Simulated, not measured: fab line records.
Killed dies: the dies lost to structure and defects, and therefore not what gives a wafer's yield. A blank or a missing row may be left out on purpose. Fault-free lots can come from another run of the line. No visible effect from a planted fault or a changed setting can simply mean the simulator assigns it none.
A struck lot beside a sound one | flow sky130 | 18 out of 708 route steps
Sound: wafers L931.2, L931.4, L931.5. The struck wafers were L934.2, L934.3, L934.6. The cause comes at the end.
Each step with rows lists, per side, the tool, then ch with its chambers, then its first start. Under that, the readings that differ: sound wafers | struck wafers | difference of the means | sigmas: that difference in standard deviations of wafers without a fault.
alike: readings whose means differ by less than 2 such deviations, and words and numbers that are the same on both sides. not compared: withheld readings, readings that some wafer has no value for, bounds like >300 that may hide the same value, and numbers for which the record gives no deviation and whose values overlap.
Wherever a step has rows on one side only, a row that says differs or no value, or a row with sigmas, the two part there. When numbers do not overlap yet have no deviation, they are printed without sigmas and do not part them. A reading missing from all wafers of one side parts the sides only when that side holds two or more wafers.

first, 3 steps without rows for these wafers: SKY_POLY_CUT_EXPOSE_05 (exposes mask NPCM, target cd 270 nm); SKY_POLY_CUT_PEB_06; SKY_POLY_CUT_DEVELOP_07 (develop time 60 s).
SKY_POLY_CUT_CD_MEAS_08: the cd target is 270 nm.
  sound on cd sem-01, day 25 14:04; struck on cd sem-02, day 26 21:46
  alike: cd nm
SKY_POLY_CUT_OVL_MEAS_09:
  sound on overlay-02, day 25 14:10; struck on overlay-02, day 26 21:52
  alike: POLY_CUT_OVL
SKY_POLY_CUT_ETCH_10: etches BARC in N2/H2, stops on SiO2, time 45.9 s, target depth 60 nm.
  sound on rie diel-03 ch 0,3, day 25 14:12; struck on rie diel-03 ch 1,3, day 26 21:53
  reading               | sound             | struck            | difference | sigmas
  oes product au (a.u.) | 0.855 0.850 0.849 | 0.866 0.865 0.856 | +0.011     | +3
  alike: chamber pressure mTorr, drypump motor current A, n2 flow sccm, rf fwd power W, throttle valve pct
  not compared: rf hours counter h
SKY_POLY_CUT_ETCH_11: etches Si3N4 in CF4/CH2F2/Ar, stops on poly-Si, time 42.5 s, target depth 60 nm.
  sound on rie diel-03 ch 0,3, day 25 14:15; struck on rie diel-03 ch 1,3, day 26 21:56
  alike: chamber pressure mTorr, drypump motor current A, oes product au, rf fwd power W, throttle valve pct
  not compared: rf hours counter h
SKY_POLY_CUT_STRIP_12: strips in O2/N2.
  sound on plasma asher-01 ch 0,1, day 25 14:17; struck on plasma asher-03 ch 1, day 26 21:58
  alike: chamber pressure mTorr, drypump motor current A, n2 flow sccm, oes product au, strip time to endpoint s
  not compared: rf hours counter h
then, 4 steps without rows for these wafers: SKY_SD_P_DEHYDRATE_00 (time 60 s); SKY_SD_P_HMDS_01 (prime time 60 s); SKY_SD_P_COAT_02 (resist thk 1140 nm); SKY_SD_P_SOFTBAKE_03 (time 60 s).
SKY_SD_P_EXPOSE_04: exposes mask PSDM, target cd 380 nm.
  sound on iline stepper-02 ch 0, day 26 04:21; struck on iline stepper-01 ch 0, day 27 12:42
  alike: mask
then, 2 steps without rows for these wafers: SKY_SD_P_PEB_05; SKY_SD_P_DEVELOP_06 (develop time 60 s).
SKY_SD_P_CD_MEAS_07: the cd target is 380 nm.
  sound on cd sem-02, day 26 18:54; struck on cd sem-01, day 28 02:50
  reading    | sound             | struck            | difference | sigmas
  cd nm (nm) | 381.0 383.5 381.6 | 369.9 364.4 369.3 | -14.2      | -7
SKY_SD_P_OVL_MEAS_08:
  sound on overlay-02, day 26 19:00; struck on overlay-02, day 28 02:56
  alike: SD_P_OVL
-- record jumps: 20 days separate the struck wafers' starts on either side; left off in module SD_P, taken up again in module PAD_OPEN, whose first shown step is the route's number 708 --
SKY_PAD_OPEN_PROBE_99:
  sound on prober-02, day 46 18:17; struck on prober-02, day 47 20:34
  alike: killed_at_M0_to_M3, killed_at_M4_up, killed at contacts, killed at front end, killed dies, killed open, killed short

## WHERE THEY PART
Last at SKY_SD_P_CD_MEAS_07 as far as this record goes, first at SKY_POLY_CUT_ETCH_10. Later steps at which nothing parts them and some readings are alike: SKY_SD_P_OVL_MEAS_08, SKY_PAD_OPEN_PROBE_99.

WHY: whatever the simulator had introduced
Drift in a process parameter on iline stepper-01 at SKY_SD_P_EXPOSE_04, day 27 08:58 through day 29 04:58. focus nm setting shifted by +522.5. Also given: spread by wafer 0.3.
